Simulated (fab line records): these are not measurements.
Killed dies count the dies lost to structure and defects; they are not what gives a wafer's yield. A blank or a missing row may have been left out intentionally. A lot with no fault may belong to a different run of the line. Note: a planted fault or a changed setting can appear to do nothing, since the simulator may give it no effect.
One fault seen from 2 desks || flow sky130 || every desk sees just its own numbers, and what lay behind them comes last

== TOOL OWNER'S DESK, litho track-04 ==
Per lot that ran on this tool, the mean of the sampled wafers carrying a number, from the tool's own readings at SKY_RES_XHIGH_SOFTBAKE_03 (time 60 s). Marked OUT: a lot whose mean sits more than 4 standard deviations from the usual mean, which makes it out of limits; the brackets give that distance.
Columns: A = heater power total W at SKY_RES_XHIGH_SOFTBAKE_03, usual 56.60 W; B = run length s at SKY_RES_XHIGH_SOFTBAKE_03, usual 89.2 s
{"lot": "L987", "first seen here": "day 27 07:11", "A": 56.60, "B": 88.8}
{"lot": "L991", "first seen here": "day 29 08:14", "A": "62.25 (+99 or more) OUT", "B": "73.8 (-47) OUT"}
{"lot": "L992", "first seen here": "day 29 09:47", "A": "62.20 (+99 or more) OUT", "B": "73.9 (-46) OUT"}
This desk finds L991, L992 out of limits, L991 being first, at day 29 08:14 (heater power total W at SKY_RES_XHIGH_SOFTBAKE_03). Within limits: L987.

== METROLOGY DESK ==
What the gauges read for every lot (on any tool): the sampled wafers with a number, averaged. Marked OUT: a lot whose mean sits more than 4 standard deviations from the usual mean, which makes it out of limits; the brackets give that distance.
Columns: A = cd nm at SKY_SD_P_CD_MEAS_07, usual 380.9 nm; B = SD_P_OVL at SKY_SD_P_OVL_MEAS_08, usual 0.2 nm; C = SD_P_TW at SKY_SD_P_TW_MEAS_11, usual 2823
{"lot": "L987", "first seen here": "day 26 16:58", "A": 381.1, "B": 0.6, "C": 2837}
{"lot": "L991", "first seen here": "day 28 17:44", "A": 380.0, "B": 1.0, "C": 2809}
{"lot": "L992", "first seen here": "day 28 18:38", "A": 381.7, "B": -1.3, "C": 2822}
{"lot": "L997", "first seen here": "day 29 21:50", "A": 380.1, "B": 0.9, "C": 2835}
{"lot": "L100", "first seen here": "day 31 04:43", "A": 383.7, "B": 1.2, "C": 2806}
{"lot": "L107", "first seen here": "day 33 08:42", "A": 380.2, "B": -0.0, "C": 2814}
This desk's verdict: no lot among the 6 shows anything out of limits.

== PUT TOGETHER ==
The tool owner's desk had the chance to raise an alarm at day 29 08:14 on L991, L992.
Metrology desk: nothing out of limits seen.
The metrology desk has L991, L992 on record, within its limits.
The lots listed all ran SKY_RES_XHIGH_SOFTBAKE_03 on litho track-04.

== WHAT THE SIMULATOR PUT IN ==
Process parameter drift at SKY_RES_XHIGH_SOFTBAKE_03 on litho track-04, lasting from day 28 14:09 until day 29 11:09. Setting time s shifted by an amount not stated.
Shown lots that were struck: L991, L992.
How many hours passed from the start of the fault until each desk's first out-of-limits reading: the tool owner's desk, 18.
